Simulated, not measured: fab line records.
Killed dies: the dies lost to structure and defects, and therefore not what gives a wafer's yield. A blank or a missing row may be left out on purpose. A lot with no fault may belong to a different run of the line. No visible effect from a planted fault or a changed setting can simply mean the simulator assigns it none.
Chamber matching    flow sky130    SKY_PASSIVATION_CVD_02 on pecvd-03: 3 sister chambers
The step deposits Si3N4, target thk 540 nm. 3 wafers are shown with their chamber, then 9 later ones without.

WAFERS, EACH WITH ITS CHAMBER
wafer   chamber  heaterPowerW (W)
L825.1  1        942
L825.4  2        813
L825.5  0        631

WAFERS WITHOUT THEIR CHAMBER
wafer   heaterPowerW (W)
L834.3  1001
L834.4  786
L834.5  801
L835.2  965
L835.5  798
L835.6  766
L837.1  686
L837.2  947
L837.6  929

EACH ONE'S CHAMBER
wafer    from the rows above   in truth
L834.3   1                     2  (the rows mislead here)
L834.4   2                     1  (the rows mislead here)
L834.5   2                     2
L835.2   1                     1
L835.5   2                     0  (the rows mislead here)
L835.6   2                     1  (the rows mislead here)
L837.1   0                     0
L837.2   1                     1
L837.6   1                     1
Correctly placed: 5 of 9. Not placeable from these rows: 0. Wrongly placed: 4.
How it was worked out, from the rows above alone: a wafer's distance from a chamber is the root of the sum, over the readings, of the square of ((its reading less the chamber's mean) divided by the reading's scatter). The wafer belongs to the nearest chamber; if the next one is less than 2 further off, it can't be placed. A chamber's mean is the mean of its shown wafers. The scatter: root of mean squared gap, hidden wafer to nearest shown wafer, with one shown wafer a chamber.
